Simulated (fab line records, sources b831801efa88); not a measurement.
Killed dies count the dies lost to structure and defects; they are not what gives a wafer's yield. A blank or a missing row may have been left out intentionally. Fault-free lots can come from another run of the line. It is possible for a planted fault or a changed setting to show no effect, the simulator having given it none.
What tool caused it? || flow sky130 || Sampling: 24 lots, 72 wafers, 2 of 708 route steps

## WHAT THE GAUGES SHOWED, per wafer
SKY_LOCAL_INTERCONNECT_RS_MEAS_01: measurement is done with a four-point probe.
{"lot": "L074", "measured": "day 29 06:31", "on": "film metro-04", "LOCAL_INTERCONNECT_TIN_RS (ohm/sq)": "14.13 13.94 14.02"}
{"lot": "L075", "measured": "day 29 07:41", "on": "film metro-01", "LOCAL_INTERCONNECT_TIN_RS (ohm/sq)": "14.05 13.93 14.18"}
{"lot": "L076", "measured": "day 29 20:05", "on": "film metro-01", "LOCAL_INTERCONNECT_TIN_RS (ohm/sq)": "14.34 14.39 14.24"}
{"lot": "L077", "measured": "day 30 17:16", "on": "film metro-03", "LOCAL_INTERCONNECT_TIN_RS (ohm/sq)": "14.31 14.25 14.13"}
{"lot": "L078", "measured": "day 31 09:16", "on": "film metro-03", "LOCAL_INTERCONNECT_TIN_RS (ohm/sq)": "14.37 14.34 14.31"}
{"lot": "L079", "measured": "day 31 11:59", "on": "film metro-04", "LOCAL_INTERCONNECT_TIN_RS (ohm/sq)": "14.03 13.94 14.05"}
{"lot": "L080", "measured": "day 31 15:20", "on": "film metro-01", "LOCAL_INTERCONNECT_TIN_RS (ohm/sq)": "14.38 14.30 14.36"}
{"lot": "L081", "measured": "day 32 02:32", "on": "film metro-03", "LOCAL_INTERCONNECT_TIN_RS (ohm/sq)": "14.27 14.29 13.97"}
{"lot": "L082", "measured": "day 32 14:05", "on": "film metro-04", "LOCAL_INTERCONNECT_TIN_RS (ohm/sq)": "14.16 14.34 14.33"}
{"lot": "L083", "measured": "day 32 20:07", "on": "film metro-03", "LOCAL_INTERCONNECT_TIN_RS (ohm/sq)": "13.96 14.23 14.14"}
{"lot": "L084", "measured": "day 32 22:49", "on": "film metro-04", "LOCAL_INTERCONNECT_TIN_RS (ohm/sq)": "13.92 14.12 14.00"}
{"lot": "L085", "measured": "day 33 19:34", "on": "film metro-01", "LOCAL_INTERCONNECT_TIN_RS (ohm/sq)": "14.54 14.36 14.37"}
{"lot": "L087", "measured": "day 33 20:00", "on": "film metro-01", "LOCAL_INTERCONNECT_TIN_RS (ohm/sq)": "14.26 14.07 14.08"}
{"lot": "L086", "measured": "day 33 21:16", "on": "film metro-04", "LOCAL_INTERCONNECT_TIN_RS (ohm/sq)": "14.03 14.11 13.96"}
{"lot": "L088", "measured": "day 34 04:47", "on": "film metro-01", "LOCAL_INTERCONNECT_TIN_RS (ohm/sq)": "13.93 13.98 13.86"}
{"lot": "L089", "measured": "day 34 05:58", "on": "film metro-01", "LOCAL_INTERCONNECT_TIN_RS (ohm/sq)": "14.52 14.34 14.32"}
{"lot": "L090", "measured": "day 34 13:01", "on": "film metro-03", "LOCAL_INTERCONNECT_TIN_RS (ohm/sq)": "14.07 14.01 13.79"}
{"lot": "L091", "measured": "day 34 23:35", "on": "film metro-04", "LOCAL_INTERCONNECT_TIN_RS (ohm/sq)": "14.10 14.09 14.02"}
{"lot": "L092", "measured": "day 35 03:47", "on": "film metro-01", "LOCAL_INTERCONNECT_TIN_RS (ohm/sq)": "14.24 14.33 14.36"}
{"lot": "L093", "measured": "day 35 08:19", "on": "film metro-03", "LOCAL_INTERCONNECT_TIN_RS (ohm/sq)": "14.20 14.09 14.22"}
{"lot": "L094", "measured": "day 35 23:28", "on": "film metro-01", "LOCAL_INTERCONNECT_TIN_RS (ohm/sq)": "13.94 14.01 14.01"}
{"lot": "L095", "measured": "day 36 07:25", "on": "film metro-04", "LOCAL_INTERCONNECT_TIN_RS (ohm/sq)": "14.20 14.12 14.25"}
{"lot": "L096", "measured": "day 36 13:20", "on": "film metro-01", "LOCAL_INTERCONNECT_TIN_RS (ohm/sq)": "14.11 14.22 14.16"}
{"lot": "L097", "measured": "day 37 01:14", "on": "film metro-03", "LOCAL_INTERCONNECT_TIN_RS (ohm/sq)": "14.17 14.12 14.18"}

SKY_LOCAL_INTERCONNECT_CD_MEAS_11: target cd 170 nm.
{"lot": "L074", "measured": "day 30 09:44", "on": "cd sem-01", "cd nm (nm)": "168.8 167.8 168.7"}
{"lot": "L075", "measured": "day 30 12:12", "on": "cd sem-01", "cd nm (nm)": "171.5 170.8 172.6"}
{"lot": "L076", "measured": "day 31 00:02", "on": "cd sem-02", "cd nm (nm)": "167.0 167.5 167.7"}
{"lot": "L077", "measured": "day 31 20:05", "on": "cd sem-01", "cd nm (nm)": "171.1 169.1 167.6"}
{"lot": "L078", "measured": "day 32 13:03", "on": "cd sem-02", "cd nm (nm)": "171.8 172.8 172.5"}
{"lot": "L079", "measured": "day 32 15:23", "on": "cd sem-01", "cd nm (nm)": "169.2 169.5 169.2"}
{"lot": "L080", "measured": "day 32 18:45", "on": "cd sem-01", "cd nm (nm)": "170.8 169.9 169.6"}
{"lot": "L081", "measured": "day 33 06:01", "on": "cd sem-02", "cd nm (nm)": "168.6 169.5 169.2"}
{"lot": "L082", "measured": "day 33 16:59", "on": "cd sem-02", "cd nm (nm)": "167.8 166.5 167.7"}
{"lot": "L083", "measured": "day 33 23:17", "on": "cd sem-02", "cd nm (nm)": "173.5 172.6 172.1"}
{"lot": "L084", "measured": "day 34 02:13", "on": "cd sem-01", "cd nm (nm)": "170.8 170.8 170.9"}
{"lot": "L085", "measured": "day 34 21:52", "on": "cd sem-01", "cd nm (nm)": "171.4 169.8 170.3"}
{"lot": "L087", "measured": "day 34 22:27", "on": "cd sem-02", "cd nm (nm)": "167.6 168.6 168.4"}
{"lot": "L086", "measured": "day 34 23:32", "on": "cd sem-01", "cd nm (nm)": "171.3 171.3 170.8"}
{"lot": "L088", "measured": "day 35 07:00", "on": "cd sem-02", "cd nm (nm)": "170.7 172.1 170.1"}
{"lot": "L089", "measured": "day 35 08:10", "on": "cd sem-02", "cd nm (nm)": "170.6 169.8 170.1"}
{"lot": "L090", "measured": "day 35 15:17", "on": "cd sem-01", "cd nm (nm)": "168.8 170.0 170.6"}
{"lot": "L091", "measured": "day 36 01:55", "on": "cd sem-02", "cd nm (nm)": "171.6 172.0 171.8"}
{"lot": "L092", "measured": "day 36 06:29", "on": "cd sem-02", "cd nm (nm)": "169.8 171.0 170.5"}
{"lot": "L093", "measured": "day 36 10:20", "on": "cd sem-02", "cd nm (nm)": "170.6 170.1 170.5"}
{"lot": "L094", "measured": "day 37 02:01", "on": "cd sem-02", "cd nm (nm)": "169.5 168.8 167.5"}
{"lot": "L095", "measured": "day 37 08:45", "on": "cd sem-01", "cd nm (nm)": "168.2 170.2 167.1"}
{"lot": "L096", "measured": "day 37 15:11", "on": "cd sem-01", "cd nm (nm)": "169.8 171.5 170.5"}
{"lot": "L097", "measured": "day 38 03:04", "on": "cd sem-01", "cd nm (nm)": "168.3 168.7 169.6"}

## EACH LOT AND THE TOOL THAT RAN IT (in order: tool; ch and the chambers of the sampled wafers; start)
The record holds no process step before these readings.

## AS READ BY THE TOOLS THEMSELVES (means over the sampled wafers that have a number; for cases with no such wafer, the mark the record gives instead)
The record holds no such reading with a usual standard deviation.

## THE ANSWER, worked out from the rows above alone
Rule: what is usual is taken from the lots themselves. The widest of any qualifying gaps counts: lots, ordered by their means at a reading, are off when they make up no more than a third of the lots, leave a main group of 4 or more, and stand apart from it by 3 or more times the standard deviation of that group's means. A main group is skipped when, at the precision printed for the reading in the tables above, its means are all equal. Also off: a lot with no number at a reading for which 4 or more lots have one. The other lots that the step has rows for count as sound. After the gauges, taken in route order, come the tools' own readings; for these a lot's mean is taken, as printed above. The first step at which some lot is off is used, and at that step the reading that is off furthest; a lot without a number counts as furthest.
Nothing can be told from this: no lot is off at any reading shown.

## WHAT WAS PUT IN BY THE SIMULATOR
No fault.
